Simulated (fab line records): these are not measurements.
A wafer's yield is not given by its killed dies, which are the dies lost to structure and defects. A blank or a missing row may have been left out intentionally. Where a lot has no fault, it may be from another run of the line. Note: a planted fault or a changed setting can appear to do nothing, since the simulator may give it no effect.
Problem report in the 8D (eight disciplines) form, filled by code    flow sky130    the parts of the form that need people (team, actions taken, sign-off) are left out

1. PROBLEM STATEMENT
Wafers without a fault read 15.999 s with a standard deviation of 0.0092, while overpolish-run-s at SKY_FIELD_ISO_CMP_27 averages 17.031 s across 2 wafers of 1 lot. That is +99 or more standard deviations from the usual mean.
The step: polishes, stops on Si3N4, t overpolish 16 s, target thk 457.8 nm.
First observed at day 4 08:58: wafer L273.3, on cmp-01. Wafers with a number at this step in the record: 36, from 12 lots. Rule for "out", or "out of limits": more than 4 standard deviations from the usual mean. All remaining wafers that have a number are taken as sound.

2. WHAT THIS IS AND IS NOT
question                     is                is not
which readings at this step  overpolish-run-s  motor-current-A, time-to-endpoint-s
which lots                   L273              L264, L265, L266, L267, L271, L276, L277, L278, L279, L283, L285
which wafers of those lots   L273.3, L273.5    L273.4
read on which tools          cmp-01            cmp-02
when                         from day 4 08:58  up to then (16 sound wafers); but 18 sound wafers of L276, L277, L278, L279, L283, L285 came after

3. THE SUSPECTS, EACH WITH WHAT RULES IT OUT
Counting: any tool at a process step up to the reading remains a suspect provided it ran every lot that is out. Sound lots after the first of them don't rule it out here, since some wafers of a struck lot are sound.
- cmp-01 at SKY_FIELD_ISO_CMP_27 (polishes, stops on Si3N4, t overpolish 16 s, target thk 457.8 nm): kept. It ran the lot that is out, L273 (day 4 08:58); its last sound lot up to then is L267 (day 3 01:44). Its own readings are out on those wafers: overpolish-run-s.
- Within cmp-01 at SKY_FIELD_ISO_CMP_27: the wafers that are out ran in chamber 0; their sound lot-mates ran in chamber 1.
Left after counting: cmp-01 at SKY_FIELD_ISO_CMP_27.

4. THE CAUSE (what the simulator had put in)
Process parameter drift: cmp-01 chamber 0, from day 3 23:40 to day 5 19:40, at SKY_FIELD_ISO_CMP_27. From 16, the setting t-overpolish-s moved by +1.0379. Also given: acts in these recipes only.
This tool alone remained once counting was done.

5. THE CHAIN OF EFFECTS, in route order
Rows list readings where the struck wafers' mean (over those with a number) sits beyond 3 standard deviations from the usual. Readings are gone through only where the record gives a usual standard deviation; hours: the median, over the lots, of the time from a lot's start at the first step in this table giving one to that lot's start at this step; sigmas: the change measured in usual standard deviations.
hours  step                  reading           usual     on struck wafers  change  sigmas
0      SKY_FIELD_ISO_CMP_27  overpolish-run-s  15.999 s  17.031            +1.032  +99 or more
The process steps in it:
- SKY_FIELD_ISO_CMP_27: polishes, stops on Si3N4, t overpolish 16 s, target thk 457.8 nm.
Later measuring or inspecting steps at which every struck wafer that the step has a row for has a number for every such reading, and none has moved that far: SKY_NWELL_OVL_MEAS_10, SKY_VT_ADJUST_HVTP_CD_MEAS_07, SKY_VT_ADJUST_HVTP_OVL_MEAS_08.

6. WHAT WOULD HAVE CAUGHT IT SOONER
9 hours passed between the start of the fault at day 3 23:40 and the first reading out of limits in this record, taken at day 4 08:58.
